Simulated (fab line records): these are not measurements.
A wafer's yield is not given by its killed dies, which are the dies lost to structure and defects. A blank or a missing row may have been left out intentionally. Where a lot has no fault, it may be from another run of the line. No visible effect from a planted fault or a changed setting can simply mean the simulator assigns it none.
fab line records	flow sky130
record: lots: 5	wafers: 15	last_day: 50
route steps=708 shown POLY_GATE@219 PAD_OPEN@708
lots with no fault: from the same line, run without faults
start_h: hours from the record's opening day to when the first of the lot's shown wafers began	wait_h: hours since the lot's step before	" identical to the entry in the row above	L1.1+2: one row covering several wafers at once	- value missing, or start not given	* or withheld: withheld	< > ~ a bound
route shown NAME@n: names a module that has steps shown in the file, with the first one's number in the route	usual: mean/standard deviation of fault-free wafers	same: alike in all rows	chamber/n: place in a boat	sites: the reading at each site	_std_site: standard deviation of those values	_edge_site: outer sites' mean less inner sites'	radius_mm: how far each site lies from the wafer's centre	mask NAME#n: copy n	behind: tool/chamber where the wafer was last shaped	hold: what put the lot on hold/how long, in hours/how the hold closed	device: transistor that didn't switch, given as n, p or np	end of line: the route-end tests of the same wafers	for a step that has no rows: nothing shown but its recipe	killed: not the wafer's yield, but the dies lost to structure and defects at the first sort	map: dies across one wafer; x = killed, . = not, _ = none there
set.NAME: setting as actually run; set.NAME@STEP: the setting as run at that earlier step	model.NAME: the simulator's own value behind a step, which no gauge read
lots at some steps of the route; a table a step, a row a wafer
services: when a tool's chamber went out of use (start_h, in hours from the record's first day, below 0 if earlier), for how many hours, and the reason
== steps ==
step: SKY_POLY_GATE_DEHYDRATE_05
recipe: temp_c: 200	time_s: 60
step: SKY_POLY_GATE_HMDS_06
recipe: prime_time_s: 60	prime_temp_c: 120
step: SKY_POLY_GATE_COAT_07
recipe: resist: BARC	temp_c: withheld	time_s: withheld	spin_rpm: 3000	resist_thk_nm: 110
step: SKY_POLY_GATE_COAT_08
recipe: resist: KrF-thick	spin_rpm: 3000	resist_thk_nm: 450
step: SKY_POLY_GATE_SOFTBAKE_09
recipe: temp_c: 100	time_s: 90	resist: KrF-thick
step: SKY_POLY_GATE_EXPOSE_10
recipe: mask_id: P1M	na: 0.68	source_shape: conventional	sigma_outer: 0.6	target_cd_nm: 150	dose_mj: 28.19
step: SKY_POLY_GATE_PEB_11
recipe: peb_temp_c: withheld	peb_time_s: withheld	resist: KrF-thick
step: SKY_POLY_GATE_DEVELOP_12
recipe: develop_time_s: 60	resist: KrF-thick	dev_temp_c: 21
step: SKY_POLY_GATE_CD_MEAS_13
recipe: target_cd_nm: 150
usual: cd_nm: 149.9/1.4
lot.wafer	tool	chamber	start_h	wait_h	cd_nm
L915.1	cd_sem-01	-	440.27	-	151.4
L915.2	"	-	"	"	152.1
L915.3	"	-	"	"	152.2
L920.1	cd_sem-02	-	461.36	-	148.3
L920.2	"	-	"	"	146.6
L920.6	"	-	"	"	147.2
L922.2	cd_sem-02	-	484.79	-	149.3
L922.3	"	-	"	"	149.4
L922.4	"	-	"	"	150.2
L931.3	cd_sem-02	-	547.18	-	150.9
L931.4	"	-	"	"	150.9
L931.5	"	-	"	"	151.9
L934.4	cd_sem-02	-	568.32	-	148.1
L934.5	"	-	"	"	148.6
L934.6	"	-	"	"	149.1
step: SKY_POLY_GATE_OVL_MEAS_14
usual: POLY_GATE_OVL: -2/5.5
lot.wafer	tool	chamber	start_h	wait_h	POLY_GATE_OVL[nm]
L915.1	overlay-02	-	440.39	0.1	2
L915.2	"	-	"	"	1
L915.3	"	-	"	"	3
L920.1	overlay-02	-	461.48	0.1	1
L920.2	"	-	"	"	-1
L920.6	"	-	"	"	-4
L922.2	overlay-01	-	484.89	0.1	-10
L922.3	"	-	"	"	0
L922.4	"	-	"	"	-4
L931.3	overlay-02	-	547.28	0.1	3
L931.4	"	-	"	"	3
L931.5	"	-	"	"	2
L934.4	overlay-01	-	568.40	0.1	-5
L934.5	"	-	"	"	-2
L934.6	"	-	"	"	-1
step: SKY_POLY_GATE_ETCH_15
recipe: chemistry: N2/H2	target: BARC	ion_energy_ev: 200	source_w: 500	bias_w: 100	pressure_mtorr: 30	n2_flow_sccm: 100	h2_flow_sccm: 200	stop_on: SiO2	time_s: 118.5	target_depth_a: 1100
usual: drypump_motor_current_A: 5.6/0.56	h2_flow_sccm: 200.1/0.6	oes_product_au: 0.716/0.0047	run_length_s: 146.8/0.36	throttle_valve_pct: 13.213/0.0091
lot.wafer	tool	chamber	start_h	wait_h	drypump_motor_current_A	h2_flow_sccm	oes_product_au	rf_hours_counter_h	run_length_s	throttle_valve_pct
L915.1	rie_diel-03	2	440.42	0.0	5.4	200.6	0.719	4	146.6	13.216
L915.2	"	1	"	"	5.9	200.7	0.715	1	146.5	13.227
L915.3	"	0	"	"	5.1	199.2	0.721	1	147.5	13.216
L920.1	rie_diel-01	3	461.52	0.0	6.3	200.7	0.721	11	146.3	13.212
L920.2	"	2	"	"	4.9	200.2	0.716	84	146.8	13.221
L920.6	"	0	"	"	4.8	201.1	0.717	-	146.5	13.203
L922.2	rie_diel-01	2	484.92	0.0	4.9	199.9	0.708	85	146.9	13.198
L922.3	"	1	"	"	5.9	199.6	0.707	0	146.6	13.218
L922.4	"	3	"	"	6.3	199.7	0.718	11	146.7	13.204
L931.3	rie_diel-01	0	547.30	0.0	4.8	201.4	0.717	65	146.4	13.210
L931.4	"	1	"	"	5.9	199.0	0.714	-	146.9	13.206
L931.5	"	0	"	"	4.8	201.5	0.713	-	146.6	13.225
L934.4	rie_diel-01	2	568.42	0.0	4.9	199.5	0.716	0	146.7	13.218
L934.5	"	0	"	"	4.8	199.7	0.724	-	147.1	13.200
L934.6	"	3	"	"	6.3	199.9	0.717	-	146.7	13.216
step: SKY_POLY_GATE_ETCH_16
recipe: stop_on: poly-Si	chemistry: CH3F/O2	target: Si3N4	source_w: 400	bias_w: 80	pressure_mtorr: 25	ch3f_flow_sccm: 40	O2_flow_sccm: 30	time_s: 147.5	target_depth_a: 750
usual: O2_flow_sccm: 30.01/0.095	drypump_motor_current_A: 5.6/0.56	oes_product_au: 0.640/0.0048	run_length_s: 175.8/0.38	throttle_valve_pct: 10.537/0.0093
lot.wafer	tool	chamber	start_h	wait_h	O2_flow_sccm	drypump_motor_current_A	oes_product_au	rf_hours_counter_h	run_length_s	throttle_valve_pct
L915.1	rie_diel-03	2	440.51	0.0	29.98	5.4	0.638	4	176.1	10.542
L915.2	"	1	"	"	30.19	5.9	0.640	1	175.6	10.539
L915.3	"	0	"	"	29.98	5.1	0.643	1	176.4	10.549
L920.1	rie_diel-01	3	461.60	0.0	30.02	6.3	0.639	11	175.7	10.553
L920.2	"	2	"	"	29.88	4.9	0.638	84	175.7	10.545
L920.6	"	0	"	"	30.08	4.8	0.630	-	175.8	10.543
L922.2	rie_diel-01	2	485.01	0.0	29.99	4.9	0.633	85	175.6	10.531
L922.3	"	1	"	"	29.94	5.9	0.637	0	176.1	10.535
L922.4	"	3	"	"	30.05	6.3	0.640	11	175.3	10.534
L931.3	rie_diel-01	0	547.38	0.0	29.85	4.8	0.632	65	176.1	10.543
L931.4	"	1	"	"	29.92	5.9	0.639	-	175.7	10.519
L931.5	"	0	"	"	29.88	4.8	0.645	-	176.2	10.535
L934.4	rie_diel-01	2	568.50	0.0	29.97	4.9	0.642	0	176.4	10.547
L934.5	"	0	"	"	30.00	4.8	0.646	-	175.5	10.533
L934.6	"	3	"	"	29.92	6.3	0.641	-	175.2	10.538
step: SKY_POLY_GATE_ETCH_17
recipe: target_depth_nm: 180	stop_on: SiO2	over_etch_frac: 0.56667	chemistry: HBr/Cl2	target: poly-Si	icp_w: 400	bias_w: 100	pressure_mtorr: 10	HBr_flow_sccm: 150	Cl2_flow_sccm: 50	time_s: 70.5
usual: drypump_motor_current_A: 5.7/0.43	oes_product_au: 0.984/0.0079	run_length_s: 98.9/0.48	throttle_valve_pct: 33.683/0.0088
lot.wafer	tool	chamber	start_h	wait_h	drypump_motor_current_A	oes_product_au	rf_hours_counter_h	run_length_s	throttle_valve_pct	model.KrF-thick_of_POLY_GATE_COAT_08.thk_nm	model.SiO2_of_SONOS_ONO_CVD_04.thk_nm
L915.1	rie_si-02	1	440.61	0.0	5.7	0.983	31	99.0	33.674	142.5	4.07
L915.2	"	2	"	"	5.4	0.976	1	98.0	33.682	142.2	4.143
L915.3	"	3	"	"	6.0	0.986	6	98.6	33.692	138	4.051
L920.1	rie_si-01	2	461.70	0.0	5.9	0.983	4	98.6	33.671	139.9	4.176
L920.2	"	1	"	"	5.7	0.972	40	100.1	33.700	144.8	4.208
L920.6	"	1	"	"	5.6	0.978	-	99.4	33.671	143.9	4.228
L922.2	rie_si-01	2	485.11	0.0	5.9	0.971	4	98.7	33.681	141.5	4.094
L922.3	"	3	"	"	5.6	0.947	7	102.6	33.685	135.1	4.011
L922.4	"	0	"	"	4.9	0.981	36	98.6	33.698	142	4.116
L931.3	rie_si-01	1	547.48	0.0	5.6	0.986	40	100.3	33.672	142.2	4.146
L931.4	"	2	"	"	5.9	0.988	4	98.6	33.670	136	4.179
L931.5	"	2	"	"	5.9	0.981	-	98.4	33.672	138.2	4.153
L934.4	rie_si-02	2	568.60	0.0	5.4	0.985	2	97.9	33.676	140.9	4.281
L934.5	"	3	"	"	6.1	0.995	-	99.0	33.703	140.7	4.298
L934.6	"	2	"	"	5.4	1.001	-	98.1	33.679	139.3	4.276
step: SKY_POLY_GATE_STRIP_18
recipe: chemistry: O2/N2	power_w: 1400	pressure_mtorr: 1500	platen_temp_c: withheld	o2_flow_sccm: 3000	n2_flow_sccm: 300	overash_fraction: 0.5
usual: drypump_motor_current_A: 5.5/0.61	oes_product_au: 0.360/0.0049	strip_time_to_endpoint_s: 3.174/0.027
lot.wafer	tool	chamber	start_h	wait_h	drypump_motor_current_A	oes_product_au	rf_hours_counter_h	strip_time_to_endpoint_s
L915.1	plasma_asher-02	0	440.66	0.0	5.9	0.366	64	3.203
L915.2	"	1	"	"	6.4	0.364	64	3.193
L915.3	"	0	"	"	5.8	0.358	-	3.131
L920.1	plasma_asher-03	0	461.75	0.0	4.9	0.360	31	3.173
L920.2	"	1	"	"	4.9	0.356	31	3.235
L920.6	"	1	"	"	4.9	0.374	-	3.203
L922.2	plasma_asher-01	0	485.16	0.0	6.1	0.352	79	3.176
L922.3	"	1	"	"	4.9	0.356	-	3.115
L922.4	"	0	"	"	6.1	0.357	-	3.200
L931.3	plasma_asher-02	0	547.57	0.1	5.9	0.362	-	3.187
L931.4	"	1	"	"	6.4	0.361	-	3.152
L931.5	"	0	"	"	5.9	0.358	-	3.148
L934.4	plasma_asher-01	1	568.69	0.1	5.0	0.364	-	3.183
L934.5	"	1	"	"	4.9	0.367	-	3.170
L934.6	"	0	"	"	6.0	0.359	-	3.152
step: SKY_PAD_OPEN_PROBE_99
usual: killed_at_M0_to_M3: 44/7.2	killed_at_M4_up: 3.2/1.8	killed_at_contacts: 24/5.4	killed_at_front_end: 15/4	killed_at_other: 0.3/0.56	killed_dies: 87/9.2	killed_open: 47/7.3	killed_short: 39/5.7
same: gross_dies: 492	killed_at_back_side: 0
lot.wafer	tool	chamber	start_h	wait_h	killed_at_M0_to_M3	killed_at_M4_up	killed_at_contacts	killed_at_front_end	killed_at_other	killed_dies	killed_open	killed_short
L920.1	prober-02	-	1139.66	0.1	51	2	27	15	0	95	57	38
L920.2	prober-02	-	1139.71	0.1	44	3	18	20	1	86	44	42
L920.6	prober-02	-	1139.91	0.2	45	5	39	16	0	105	55	50
L931.4	prober-02	-	1187.53	0.2	31	2	18	29	0	80	48	31
L931.5	prober-02	-	1187.58	0.2	39	3	19	18	1	80	49	31
killed by level:class
L920.1 CONTACT:geometric_particle:open=12 VIA1:geometric_particle:open=11 VIA2:geometric_particle:open=10 METAL2:geometric_particle:short=8 FIELD_ISO:geometric_particle:open=7 CONTACT:geometric_particle:short=6 METAL1:geometric_particle:short=5 LOCAL_INTERCONNECT:geometric_particle:short=4
L920.2 VIA1:geometric_particle:open=13 CONTACT:geometric_particle:open=8 VIA3:geometric_particle:open=8 FIELD_ISO:geometric_particle:short=7 VIA2:geometric_particle:open=6 POLY_GATE:geometric_particle:short=4 POLY_GATE:geometric_particle:open=4 CONTACT:geometric_particle:short=4
L920.6 CONTACT:geometric_particle:open=13 LOCAL_INTERCONNECT:geometric_particle:short=9 VIA1:geometric_particle:open=9 VIA1:geometric_particle:short=8 LI_CONTACT:geometric_particle:open=8 CONTACT:geometric_particle:short=7 FIELD_ISO:geometric_particle:open=6 METAL2:geometric_particle:short=4
L931.4 POLY_GATE:geometric_particle:open=10 LI_CONTACT:geometric_particle:open=9 FIELD_ISO:geometric_particle:open=8 VIA2:geometric_particle:open=5 POLY_GATE:geometric_particle:short=5 VIA3:geometric_particle:open=5 VIA1:geometric_particle:open=5 METAL2:geometric_particle:short=5
L931.5 VIA1:geometric_particle:open=10 FIELD_ISO:geometric_particle:open=7 VIA2:geometric_particle:open=6 CONTACT:geometric_particle:open=6 LI_CONTACT:geometric_particle:open=5 VIA1:geometric_particle:short=5 FIELD_ISO:geometric_particle:short=4 METAL1:geometric_particle:short=4
== services ==
tool	chamber	start_h	hours	kind
plasma_asher-01	-	437.62	14.6	pm
rie_diel-03	-	441.11	0.9	repair
rie_diel-01	1	447.00	-	clean
rie_diel-01	1	447.00	19.3	scheduled_down
rie_diel-01	1	447.00	19.3	vent_cycle
plasma_asher-03	-	453.11	4.3	pm
rie_si-02	-	455.84	0.2	repair
rie_diel-03	-	463.44	1.3	repair
rie_si-01	-	483.22	0.3	repair
rie_diel-03	0	483.72	9.5	repair
rie_si-02	0	484.29	6.0	repair
rie_diel-01	2	528.87	15.4	repair
rie_diel-03	3	531.18	5.5	repair
rie_diel-01	1	533.55	11.1	repair
rie_diel-01	2	544.69	-	clean
rie_diel-01	2	544.69	19.5	scheduled_down
rie_diel-01	2	544.69	19.5	vent_cycle
rie_diel-03	-	566.23	2.8	pm
rie_si-01	1	567.15	-	clean
rie_si-01	1	567.15	16.4	scheduled_down
rie_si-01	1	567.15	16.4	vent_cycle
== key ==
first_sign: step: SKY_POLY_GATE_ETCH_17	reading: run_length_s	direction: up	sigmas: 7.9	usual: *	struck: *
effect: step: SKY_POLY_GATE_ETCH_17	reading: oes_product_au	direction: down	sigmas: 4.6	usual: 0.984	struck: 0.947
model_effect: step: SKY_POLY_GATE_ETCH_17	value: KrF-thick_of_POLY_GATE_COAT_08.thk_nm	without: 139.9	struck: 135.1
met_at SKY_POLY_GATE_ETCH_17
struck_wafers L922.3
tester_left_out L922
fault: kind: process_parameter_drift	tool: rie_si-01	chamber: 3	onset_h: 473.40	steps: SKY_POLY_GATE_ETCH_17	channel: time_s	offset: *	shape: step	end_h: 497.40	acts_in: *	stated: *
tester_left_out: of these lots the tester's yield and bins aren't shown, on N5 and GAA mostly nor the transistor test; their killed dies are dies lost to structure and defects alone, not to doping, threshold or leakage, so they don't give the yield
